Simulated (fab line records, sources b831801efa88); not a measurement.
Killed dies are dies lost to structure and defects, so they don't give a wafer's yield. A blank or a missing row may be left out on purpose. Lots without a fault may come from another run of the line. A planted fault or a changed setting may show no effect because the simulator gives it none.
One fault seen from 2 desks | flow sfq_line | each desk has only its own numbers; what lay behind them comes last

THE TOOL OWNER'S DESK: litho_track-01
The tool's own readings at SFQ_TRILAYER_I2_VIA_LITHO_COAT_067 (resist thk 650 nm): means of the sampled wafers that have a number, for each lot that ran on this tool. A lot is out of limits, marked OUT, if its mean lies more than 4 standard deviations from the usual mean; the brackets give that distance.
Columns: A = dispense_pressure_kPa at SFQ_TRILAYER_I2_VIA_LITHO_COAT_067, usual 49.4 kPa
lot  | first seen here | A
L765 | day 36 08:16    | 49.0
L766 | day 37 03:19    | 49.0
L767 | day 37 08:19    | 49.0
This desk's finding: nothing out of limits on any of the 3 lots.

THE METROLOGY DESK
What the gauges read, lot by lot, whatever tool the lot ran on: means of the sampled wafers that have a number. A lot is out of limits, marked OUT, if its mean lies more than 4 standard deviations from the usual mean; the brackets give that distance.
Columns: A = M2_OVL at SFQ_M2_OVL_MEAS_916, usual 0 nm; B = I2_BOW at SFQ_I2_BOW_MEAS_917, usual 3 um; C = I2_OVL at SFQ_I2_OVL_MEAS_918, usual 2 nm
lot  | first seen here | A  | B  | C
L756 | day 32 06:41    | 2  | 8  | -1
L765 | day 35 22:39    | 6  | 2  | 5
L766 | day 36 09:27    | 2  | -6 | -1
L767 | day 36 15:28    | 6  | 8  | 6
L772 | day 38 13:10    | -0 | 12 | 7
L779 | day 47 05:16    | -4 | 9  | -2
This desk's finding: nothing out of limits on any of the 6 lots.

PUT TOGETHER
The tool owner's desk saw nothing out of limits.
The metrology desk saw nothing out of limits.

WHAT THE SIMULATOR HAD PUT IN
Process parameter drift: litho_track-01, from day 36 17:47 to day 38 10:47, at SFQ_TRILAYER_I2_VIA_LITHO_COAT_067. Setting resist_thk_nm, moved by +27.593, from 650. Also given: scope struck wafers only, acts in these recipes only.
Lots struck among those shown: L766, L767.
